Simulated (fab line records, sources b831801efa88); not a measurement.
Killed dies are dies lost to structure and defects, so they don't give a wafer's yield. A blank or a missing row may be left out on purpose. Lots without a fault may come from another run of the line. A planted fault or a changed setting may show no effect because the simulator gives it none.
Which tool did it? | flow gf180mcu | 24 lots, 72 wafers sampled, at 2 steps of a route of 602

WHAT THE GAUGES READ, wafer by wafer
GF_VT_IMPLANT_OVL_MEAS_40. Usual: VT_IMPLANT_03_OVL -0.4 nm, standard deviation 1.7.
lot  | measured     | on         | VT_IMPLANT_03_OVL (nm) | flag
L074 | day 7 14:48  | overlay-02 | -0.7 -0.6 1.1          |
L075 | day 7 20:42  | overlay-01 | 3.0 3.4 1.2            |
L076 | day 8 02:02  | overlay-01 | 2.3 0.7 -0.3           |
L077 | day 8 08:28  | overlay-02 | -1.9 -1.2 -3.7         |
L078 | day 8 17:00  | overlay-02 | 3.1 2.1 2.0            |
L079 | day 8 23:56  | overlay-02 | 0.5 1.8 0.0            |
L080 | day 9 05:45  | overlay-02 | 1.0 1.6 0.4            |
L081 | day 9 12:30  | overlay-02 | -2.3 -4.2 -2.8         |
L082 | day 9 19:55  | overlay-02 | -2.2 -2.8 -3.2         |
L083 | day 10 03:06 | overlay-02 | -2.5 -3.2 -3.8         |
L084 | day 10 10:53 | overlay-01 | -1.7 -1.4 0.1          |
L085 | day 10 15:25 | overlay-01 | 0.1 0.5 0.8            |
L086 | day 11 00:29 | overlay-01 | 0.4 -1.1 1.7           |
L087 | day 11 04:05 | overlay-02 | 0.1 0.8 0.5            |
L088 | day 11 14:41 | overlay-01 | -1.1 0.8 -0.9          |
L089 | day 11 17:42 | overlay-01 | 2.0 0.6 1.0            |
L090 | day 12 01:29 | overlay-02 | -0.4 0.1 -1.9          |
L091 | day 12 05:36 | overlay-02 | 2.1 0.2 0.9            |
L092 | day 12 11:53 | overlay-01 | 0.3 -2.4 -1.3          |
L093 | day 12 18:29 | overlay-01 | -2.3 -1.2 -0.8         |
L094 | day 13 02:34 | overlay-02 | -1.4 0.4 -1.0          |
L095 | day 13 09:31 | overlay-02 | 0.8 0.4 1.6            |
L096 | day 13 15:30 | overlay-02 | -1.2 -0.9 -0.4         |
L097 | day 14 00:07 | overlay-01 | -3.4 -2.3 -3.6         |

GF_HV_LDD_TW_MEAS_50. Usual: HV_LDD_4_TW 573, standard deviation 5.3.
lot  | measured     | on            | HV_LDD_4_TW | flag
L074 | day 12 12:30 | film_metro-02 | 573 572 573 |
L075 | day 12 21:22 | film_metro-01 | 582 581 582 |
L076 | day 12 23:55 | film_metro-04 | 571 567 564 |
L077 | day 13 06:40 | film_metro-01 | 580 581 581 |
L078 | day 13 17:48 | film_metro-04 | 567 570 570 |
L079 | day 14 03:29 | film_metro-01 | 576 581 582 |
L080 | day 14 09:57 | film_metro-04 | 568 569 565 |
L081 | day 14 18:11 | film_metro-04 | 572 571 571 |
L082 | day 15 04:47 | film_metro-02 | 569 568 571 |
L083 | day 15 11:37 | film_metro-04 | 572 573 569 |
L084 | day 15 19:56 | film_metro-04 | 571 572 573 |
L085 | day 16 00:01 | film_metro-04 | 569 567 571 |
L086 | day 16 11:50 | film_metro-01 | 583 582 584 |
L087 | day 16 15:56 | film_metro-02 | 572 571 571 |
L088 | day 17 06:32 | film_metro-04 | 569 569 570 |
L089 | day 17 11:36 | film_metro-02 | 571 566 573 |
L090 | day 17 20:29 | film_metro-01 | 579 582 582 |
L091 | day 18 01:02 | film_metro-04 | 570 567 569 |
L092 | day 18 07:13 | film_metro-02 | 567 571 571 |
L093 | day 18 16:36 | film_metro-02 | 569 573 571 |
L094 | day 19 03:44 | film_metro-04 | 565 566 567 |
L095 | day 19 09:58 | film_metro-02 | 572 574 570 |
L096 | day 19 14:56 | film_metro-01 | 579 578 581 |
L097 | day 20 00:36 | film_metro-02 | 574 573 572 |

WHICH TOOL RAN EACH LOT (tool, then ch and the chambers of the sampled wafers, then the start)
The record holds no process step before these readings.

WHAT THE TOOLS THEMSELVES READ (means of the sampled wafers that have a number; where no wafer has one, the mark that the record gives instead)
The record holds no such reading with a usual standard deviation.

THE ANSWER, worked out from the rows above alone
Rule: a lot is off if the mean of its wafers that have a number lies more than 3 standard deviations from the usual mean. A lot without any number at a reading at which 4 lots or more have one is off too. The other lots that the step has rows for count as sound. The gauges are gone through in route order, then the tools' own readings, and for those a lot's mean is taken as printed above. The first step at which some lot is off is used, and at that step the reading that is off furthest; a lot without a number counts as furthest.
No lot is off at any reading shown: from this, nothing can be told.

WHAT THE SIMULATOR HAD PUT IN
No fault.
